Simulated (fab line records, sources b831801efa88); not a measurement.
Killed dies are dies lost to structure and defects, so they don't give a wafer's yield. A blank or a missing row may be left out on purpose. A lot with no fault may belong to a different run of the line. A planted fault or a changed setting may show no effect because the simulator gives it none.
What tool caused it? | flow sky130 | 15 lots with 45 wafers sampled at 4 steps, on a route of 708 steps

## WHAT THE GAUGES READ, wafer by wafer
SKY_PAD_OPEN_BOW_MEAS_13.
lot  | measured     | on            | PAD_OPEN_BOW (um)
L397 | day 45 02:16 | film-metro-01 | 36 38 29
L401 | day 47 04:55 | film-metro-03 | 44 45 40
L403 | day 47 13:20 | film-metro-02 | 61 53 44
L404 | day 47 15:59 | film-metro-01 | 49 38 40
L405 | day 47 16:26 | film-metro-01 | 50 51 70
L408 | day 48 02:56 | film-metro-01 | 51 41 42
L414 | day 49 22:43 | film-metro-03 | 53 62 47
L415 | day 50 03:44 | film-metro-01 | 37 29 41
L416 | day 50 04:13 | film-metro-02 | 41 41 47
L417 | day 50 16:59 | film-metro-01 | 53 38 48
L420 | day 50 21:07 | film-metro-02 | 45 40 42
L418 | day 50 22:11 | film-metro-03 | 46 49 37

## EACH LOT AND THE TOOL THAT RAN IT (in order: tool; ch and the chambers of the sampled wafers; start)
lot  | SKY_METAL5_STRIP_16                  | SKY_PASSIVATION_CVD_00          | SKY_PASSIVATION_DEVELOP_10
L397 | plasma-asher-03 ch 0,1, day 43 02:53 | pecvd-02 ch 0,2, day 43 03:28   | litho-track-02 ch 0, day 44 02:00
L401 | plasma-asher-03 ch 0,1, day 45 08:43 | pecvd-01 ch 0,2, day 45 09:18   | litho-track-02 ch 0, day 46 06:00
L403 | plasma-asher-04 ch 0,1, day 45 17:22 | pecvd-01 ch 0,1,2, day 45 17:57 | litho-track-01 ch 0, day 46 14:00
L404 | plasma-asher-02 ch 0,1, day 45 19:52 | pecvd-03 ch 0,1,2, day 45 20:27 | litho-track-01 ch 0, day 46 17:00
L405 | plasma-asher-02 ch 0,1, day 45 21:13 | pecvd-01 ch 0,1,2, day 45 21:50 | litho-track-01 ch 0, day 46 17:00
L408 | plasma-asher-03 ch 0,1, day 46 07:34 | pecvd-02 ch 0,1, day 46 08:09   | litho-track-02 ch 0, day 47 04:00
L411 | plasma-asher-04 ch 0,1, day 47 07:34 | pecvd-01 ch 0,1, day 47 08:13   | litho-track-04, day 48 03:00
L413 | plasma-asher-02 ch 0, day 48 03:32   | pecvd-02 ch 1,2, day 48 04:19   | litho-track-02, day 48 22:00
L414 | plasma-asher-02 ch 0,1, day 48 08:16 | pecvd-01 ch 0,1, day 48 08:51   | litho-track-02 ch 0, day 49 03:00
L412 | plasma-asher-02 ch 0, day 48 12:10   | pecvd-03 ch 0,2, day 48 12:49   | litho-track-02, day 49 07:00
L415 | plasma-asher-04 ch 0,1, day 48 12:28 | pecvd-02 ch 0,1,2, day 48 13:25 | litho-track-04 ch 0, day 49 07:00
L416 | plasma-asher-03 ch 0,1, day 48 14:19 | pecvd-01 ch 0,1,2, day 48 15:07 | litho-track-04 ch 0, day 49 08:00
L417 | plasma-asher-03 ch 0,1, day 49 04:04 | pecvd-01 ch 0,1, day 49 04:41   | litho-track-04 ch 0, day 49 22:00
L420 | plasma-asher-03 ch 1, day 49 08:50   | pecvd-01 ch 0,1, day 49 09:28   | litho-track-02 ch 0, day 50 02:00
L418 | plasma-asher-04 ch 0,1, day 49 09:08 | pecvd-02 ch 0,1, day 49 09:44   | litho-track-02 ch 0, day 50 03:00
- SKY_METAL5_STRIP_16: strips in O2/N2.
- SKY_PASSIVATION_CVD_00: deposits SiO2, target thk 90 nm.
- SKY_PASSIVATION_DEVELOP_10: develop time 60 s.

## WHAT THE TOOLS THEMSELVES READ (means of the sampled wafers that have a number; where no wafer has one, the mark that the record gives instead)
SKY_METAL5_STRIP_16.
lot  | tool            | drypump-motor-current-A (A) | o2-flow-sccm (sccm) | oes-product-au (a.u.) | strip-time-to-endpoint-s (s)
L397 | plasma-asher-03 | 5.6                         | 2994                | 0.715                 | 13.07
L401 | plasma-asher-03 | 5.6                         | 2986                | 0.709                 | 13.14
L403 | plasma-asher-04 | 6.0                         | 2996                | 0.708                 | 13.13
L404 | plasma-asher-02 | 5.2                         | 2999                | 0.712                 | 12.96
L405 | plasma-asher-02 | 5.2                         | 2992                | 0.710                 | 13.01
L408 | plasma-asher-03 | 5.6                         | 2998                | 0.710                 | 12.87
L411 | plasma-asher-04 | 6.0                         | 2993                | 0.710                 | 13.03
L413 | plasma-asher-02 | 5.0                         | 3001                | 0.712                 | 12.97
L414 | plasma-asher-02 | 5.2                         | 3005                | 0.707                 | 13.01
L412 | plasma-asher-02 | 5.0                         | 2992                | 0.709                 | 13.05
L415 | plasma-asher-04 | 6.0                         | 3008                | 0.707                 | 12.89
L416 | plasma-asher-03 | 5.6                         | 3002                | 0.711                 | 13.02
L417 | plasma-asher-03 | 5.6                         | 2996                | 0.708                 | 13.07
L420 | plasma-asher-03 | 5.7                         | 3009                | 0.712                 | 13.22
L418 | plasma-asher-04 | 6.1                         | 3005                | 0.708                 | 13.13

SKY_PASSIVATION_CVD_00.
lot  | tool     | heater-power-outer-w (W) | heater-power-w (W)
L397 | pecvd-02 | 421                      | 749
L401 | pecvd-01 | 376                      | 663
L403 | pecvd-01 | 398                      | 684
L404 | pecvd-03 | 340                      | 596
L405 | pecvd-01 | 379                      | 665
L408 | pecvd-02 | 450                      | 799
L411 | pecvd-01 | 327                      | 591
L413 | pecvd-02 | 472                      | 804
L414 | pecvd-01 | 375                      | 654
L412 | pecvd-03 | 324                      | 549
L415 | pecvd-02 | 436                      | 771
L416 | pecvd-01 | 387                      | 679
L417 | pecvd-01 | 342                      | 611
L420 | pecvd-01 | 354                      | 622
L418 | pecvd-02 | 508                      | 864

SKY_PASSIVATION_DEVELOP_10.
lot  | tool           | chill-plate-temp-C (C) | developer-temp-C (C) | exhaust-pa (Pa)
L397 | litho-track-02 | 22.91                  | 22.91                | 44.3
L401 | litho-track-02 | 23.14                  | 23.12                | 43.4
L403 | litho-track-01 | 23.00                  | 23.10                | 44.4
L404 | litho-track-01 | 22.99                  | 23.05                | 45.2
L405 | litho-track-01 | 22.89                  | 22.77                | 43.4
L408 | litho-track-02 | 23.30                  | 22.99                | 44.9
L411 | litho-track-04 | -                      | -                    | -
L413 | litho-track-02 | -                      | -                    | -
L414 | litho-track-02 | 22.95                  | 23.02                | 43.6
L412 | litho-track-02 | -                      | -                    | -
L415 | litho-track-04 | 23.02                  | 23.00                | 44.5
L416 | litho-track-04 | 23.04                  | 23.02                | 45.4
L417 | litho-track-04 | 23.04                  | 23.02                | 46.0
L420 | litho-track-02 | 23.02                  | 23.03                | 44.4
L418 | litho-track-02 | 22.95                  | 22.99                | 45.9

## THE ANSWER, worked out from the rows above alone
Rule: the lots themselves supply what counts as usual. The widest of any qualifying gaps counts: lots, ordered by their means at a reading, are off when they make up no more than a third of the lots, leave a main group of 4 or more, and stand apart from it by 3 or more times the standard deviation of that group's means. If all means in a main group match to the digits the tables above print for the reading, that group is not used. Also off: a lot with no number at a reading for which 4 or more lots have one. Any other lot the step has rows for is counted as sound. Order of review: gauges by route order, followed by the tools' own readings, for which a lot's mean as printed above is used. At the first step where some lot is off, the reading lying furthest off is the one used; lots without a number count as furthest.
Off, at SKY_PASSIVATION_DEVELOP_10 on chill-plate-temp-C: L411, L413, L412. Without a number there: L411, L413, L412. For the main group the mean is 23.02 C and the standard deviation 0.11.
A tool fits if, at that step or a process step before it, it ran every lot that is off, and no sound lot after the first of them. Not one of the candidates tried fits.

## WHAT THE SIMULATOR HAD INSERTED
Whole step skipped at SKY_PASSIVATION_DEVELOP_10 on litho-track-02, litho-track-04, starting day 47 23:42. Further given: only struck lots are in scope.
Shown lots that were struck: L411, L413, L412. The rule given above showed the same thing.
